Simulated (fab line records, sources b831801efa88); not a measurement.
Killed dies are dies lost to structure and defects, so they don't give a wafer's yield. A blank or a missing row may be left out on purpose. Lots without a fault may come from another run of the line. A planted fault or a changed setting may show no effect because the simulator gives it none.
Problem report in the 8D (eight disciplines) form, filled by code | flow gf180mcu | the parts of the form that need people (team, actions taken, sign-off) are left out

1. THE PROBLEM
cd_nm at GF_CONTACT_CD_MEAS_14 reads a mean of 243.8 nm on 9 wafers of 3 lots; wafers without a fault read 219.3 nm with a standard deviation of 1.2. That is +20 standard deviations from the usual mean.
The step: target cd 220 nm.
First seen on wafer L437.4, day 22 04:34, on cd_sem-02. The record holds 39 wafers of 13 lots with a number at this step. Rule for "out", or "out of limits": more than 4 standard deviations from the usual mean. The other wafers with a number count as sound.

2. WHAT IT IS AND WHAT IT IS NOT
question                    | is                     | is not
which readings at this step | cd_nm                  | -
which lots                  | L437, L439, L440       | L424, L425, L428, L429, L430, L435, L438, L441, L443, L445
which wafers of those lots  | all that have a number | -
read on which gauges        | cd_sem-01, cd_sem-02   | -
when                        | from day 22 04:34      | up to then (18 sound wafers); but 12 sound wafers of L438, L441, L443, L445 came after

3. SUSPECTS, AND WHAT RULES EACH OUT
Counting: a tool at a process step up to the reading stays a suspect if it ran every lot that is out and no sound lot after the first of them.
- the gauge at GF_CONTACT_CD_MEAS_14: ruled out. The wafers that are out were read on 2 gauges (cd_sem-01, cd_sem-02).
- krf_scanner-01 at GF_CONTACT_EXPOSE_11 (exposes mask Contact, target cd 220 nm): kept. It ran every lot that is out, first L437 (day 21 17:41), and no sound lot after that; its last sound lot up to then is L430 (day 18 12:47). Its own readings are out on those wafers: exposure_dose_mJ_cm2.
Left after counting: krf_scanner-01 at GF_CONTACT_EXPOSE_11.

4. THE CAUSE (what the simulator had put in)
Process parameter drift: krf_scanner-01, from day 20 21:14 on, at GF_CONTACT_EXPOSE_11. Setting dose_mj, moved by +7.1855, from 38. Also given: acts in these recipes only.
Counting left only this tool.

5. THE CHAIN OF EFFECTS, in route order
Each row: a reading whose mean over the struck wafers that have a number lies more than 3 standard deviations from the usual. Only readings for which the record gives a usual standard deviation are gone through. hours: the time from each lot's start at the first step in this table that gives one to its start at this step, as a median over the lots. sigmas: the change in usual standard deviations.
hours | step                  | reading              | usual    | on struck wafers | change | sigmas
0     | GF_CONTACT_EXPOSE_11  | exposure_dose_mJ_cm2 | 38.09    | 44.44            | +6.35  | +58
12    | GF_CONTACT_CD_MEAS_14 | cd_nm                | 219.3 nm | 243.8            | +24.5  | +20
The process steps in it:
- GF_CONTACT_EXPOSE_11: exposes mask Contact, target cd 220 nm.

6. WHAT WOULD HAVE CAUGHT IT SOONER
In this record the first reading out of limits at a measuring or inspecting step was taken at day 22 04:34, 31 hours after the fault began at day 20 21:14.
The tool's own readings at GF_CONTACT_EXPOSE_11 were out on every struck wafer that the step has a row for (exposure_dose_mJ_cm2): an alarm limit on them would have fired on the first of those.
Of the lots that are out (3), L439, L440 began GF_CONTACT_EXPOSE_11 on krf_scanner-01 after day 22 04:34. A hold on the tool at that time would have spared those 2.
